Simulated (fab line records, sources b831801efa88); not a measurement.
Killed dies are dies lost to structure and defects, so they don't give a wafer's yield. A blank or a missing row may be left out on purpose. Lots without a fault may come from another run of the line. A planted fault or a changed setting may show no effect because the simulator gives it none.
One fault seen from 2 desks | flow gf180mcu | each desk has only its own numbers; what lay behind them comes last

THE METROLOGY DESK
What the gauges read, lot by lot, whatever tool the lot ran on: means of the sampled wafers that have a number. A lot is out of limits, marked OUT, if its mean lies more than 4 standard deviations from the usual mean; the brackets give that distance. Of its 9 readings 7 are shown: those that lie furthest out on some lot.
Columns: A = M1_ALCU_RS at GF_M1_RS_MEAS_05, usual 0.0695 ohm/sq; B = M1_ALCU_THK at GF_M1_THK_MEAS_06, usual 450 nm; C = cd_nm at GF_M1_CD_MEAS_14, usual 229.7 nm; D = M1_OVL at GF_M1_OVL_MEAS_15, usual -1 nm; E = V1_CVD_00_THK at GF_V1_THK_MEAS_01, usual 604 nm; F = V1_CVD_02_THK at GF_V1_THK_MEAS_03, usual 854 nm; G = V1_BOW at GF_V1_BOW_MEAS_05, usual 82 um
lot  | first seen here | A      | B   | C     | D   | E   | F   | G
L146 | day 16 12:58    | 0.0685 | 458 | 229.5 | -13 | 605 | 837 | 80
L148 | day 17 16:20    | 0.0690 | 454 | 228.4 | 3   | 605 | 849 | 89
L160 | day 22 02:17    | 0.0694 | 439 | 230.6 | 4   | 603 | 852 | 78
L161 | day 22 10:11    | 0.0690 | 440 | 230.3 | -5  | 597 | 837 | 87
L166 | day 23 16:32    | 0.0697 | 447 | 231.2 | 0   | 593 | 842 | 73
L168 | day 24 20:01    | 0.0691 | 454 | 231.6 | 5   | 609 | 855 | 78
This desk's finding: nothing out of limits on any of the 6 lots.

THE TOOL OWNER'S DESK: pvd_sputter-01
The tool's own readings at GF_M1_SPUTTER_04 (material TiN, target thk 50 nm, time 41.7 s): means of the sampled wafers that have a number, for each lot that ran on this tool. A lot is out of limits, marked OUT, if its mean lies more than 4 standard deviations from the usual mean; the brackets give that distance.
Columns: A = throttle_valve_pct at GF_M1_SPUTTER_04, usual 29.8 %
lot  | first seen here | A
L148 | day 17 17:07    | 29.2
L160 | day 22 02:57    | 29.8
L161 | day 22 10:51    | 29.7
This desk's finding: nothing out of limits on any of the 3 lots.

PUT TOGETHER
The metrology desk saw nothing out of limits.
The tool owner's desk saw nothing out of limits.

WHAT THE SIMULATOR HAD PUT IN
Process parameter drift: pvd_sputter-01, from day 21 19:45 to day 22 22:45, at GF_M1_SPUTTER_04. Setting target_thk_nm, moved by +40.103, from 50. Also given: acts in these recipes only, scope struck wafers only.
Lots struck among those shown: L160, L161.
